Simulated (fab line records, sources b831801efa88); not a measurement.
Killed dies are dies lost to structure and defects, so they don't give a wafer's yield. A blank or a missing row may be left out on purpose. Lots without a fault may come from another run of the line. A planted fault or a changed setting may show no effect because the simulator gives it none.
A struck lot beside a sound one | flow sky130 | 17 steps out of a route of 708
Sound: wafers L456.1, L456.4, L456.5. Struck: wafers L459.2, L459.3, L459.5. The cause comes at the end.
At each step with rows: each side's tool, then ch and its chambers, then its first start. Under that, the readings that differ: sound wafers | struck wafers | difference of the means | sigmas: that difference in standard deviations of wafers without a fault.
alike: readings whose means differ by less than 2 such deviations, and words and numbers that are the same on both sides. not compared: withheld readings, readings that some wafer has no value for, bounds like >300 that may hide the same value, and numbers for which the record gives no deviation and whose values overlap.
The two part at a step that has a row with sigmas, a row that says differs or no value, or rows on one side only. Numbers that don't overlap but have no deviation are shown without sigmas and don't part them. A reading that every wafer of one side lacks parts them only if that side has two wafers or more.

SKY_LI_CONTACT_CMP_02: polishes PSG.
  sound on cmp-02 ch 0,1,3, day 29 08:31; struck on cmp-01 ch 0,2, day 30 18:11
  reading             | sound          | struck         | difference | sigmas
  motor_current_A (A) | 13.0 11.8 12.0 | 10.0 10.9 11.4 | -1.5       | -2
  alike: edge_zone_pressure_frac, time_to_endpoint_s
SKY_LI_CONTACT_BOW_MEAS_03:
  sound on film_metro-04, day 29 08:49; struck on film_metro-02, day 30 18:30
  alike: LI_CONTACT_BOW
then, 8 steps without rows for these wafers: SKY_LI_CONTACT_DEHYDRATE_04 (time 60 s); SKY_LI_CONTACT_HMDS_05 (prime time 60 s); SKY_LI_CONTACT_COAT_06 (resist thk 60 nm); SKY_LI_CONTACT_COAT_07 (resist thk 450 nm); SKY_LI_CONTACT_SOFTBAKE_08 (time 90 s); SKY_LI_CONTACT_EXPOSE_09 (exposes mask LICM1, target cd 170 nm); SKY_LI_CONTACT_PEB_10; SKY_LI_CONTACT_DEVELOP_11 (develop time 60 s).
SKY_LI_CONTACT_CD_MEAS_12: target cd 170 nm.
  sound on cd_sem-02, day 30 13:04; struck on cd_sem-01, day 31 23:01
  alike: cd_nm
SKY_LI_CONTACT_OVL_MEAS_13:
  sound on overlay-02, day 30 13:11; struck on overlay-01, day 31 23:07
  alike: LI_CONTACT_OVL
SKY_LI_CONTACT_ETCH_14: etches BARC in N2/H2, stops on SiO2, time 45.9 s, target depth 60 nm.
  sound on rie_diel-01 ch 1,2, day 30 13:13; struck on rie_diel-01 ch 1,3, day 31 23:09
  reading                                           | sound             | struck            | difference | sigmas
  rf_fwd_power_W (W)                                | 495.4 498.0 493.9 | 694.6 692.6 693.8 | +197.9     | +99 or more
  model.KrF-thick_of_LI_CONTACT_COAT_07.thk_nm (nm) | 394 394 396.2     | 378.4 378.1 378.3 | -16.5      |
  model.LI_CONTACT.cd_nm (nm)                       | 170.3 169.8 169.5 | 175.7 174.1 174.5 | +4.9       |
  model.SiO2_of_SONOS_ONO_CVD_04.thk_nm (nm)        | 4.268 4.243 4.307 | 3.645 3.599 3.576 | -0.666     |
  alike: chamber_pressure_mTorr, drypump_motor_current_A, n2_flow_sccm, oes_product_au, throttle_valve_pct
  not compared: rf_hours_counter_h
SKY_LI_CONTACT_ETCH_15: etches PSG in C4F8/O2/Ar, stops on Si, target depth 600 nm.
  sound on rie_diel-01 ch 1,2, day 30 13:16; struck on rie_diel-01 ch 1,3, day 31 23:11
  reading                                           | sound             | struck            | difference | sigmas
  model.KrF-thick_of_LI_CONTACT_COAT_07.thk_nm (nm) | 232.5 233.1 234.9 | 216.5 218.4 217.3 | -16.1      |
  model.LI_CONTACT.cd_nm (nm)                       | 170.7 170 170.1   | 176.3 173.7 175.3 | +4.8       |
  alike: chamber_pressure_mTorr, oes_product_au, rf_fwd_power_W
SKY_LI_CONTACT_STRIP_16: strips in O2/N2.
  sound on plasma_asher-04 ch 0,1, day 30 13:21; struck on plasma_asher-04 ch 0,1, day 31 23:16
  reading                      | sound          | struck         | difference | sigmas
  strip_time_to_endpoint_s (s) | 3.52 3.52 3.53 | 3.34 3.37 3.36 | -0.17      | -5
  alike: chamber_pressure_mTorr, drypump_motor_current_A, n2_flow_sccm, oes_product_au
  not compared: rf_hours_counter_h
then, 1 step without rows for these wafers: SKY_LI_CONTACT_CLEAN_17 (cleans in NMP, time 600 s).
SKY_PAD_OPEN_PROBE_99:
  the record has rows for the sound wafers here (prober-02, day 47 08:14) and none for the struck ones

WHERE THEY PART
First at SKY_LI_CONTACT_CMP_02; last, within this record, at SKY_PAD_OPEN_PROBE_99.

WHY: what the simulator had put in
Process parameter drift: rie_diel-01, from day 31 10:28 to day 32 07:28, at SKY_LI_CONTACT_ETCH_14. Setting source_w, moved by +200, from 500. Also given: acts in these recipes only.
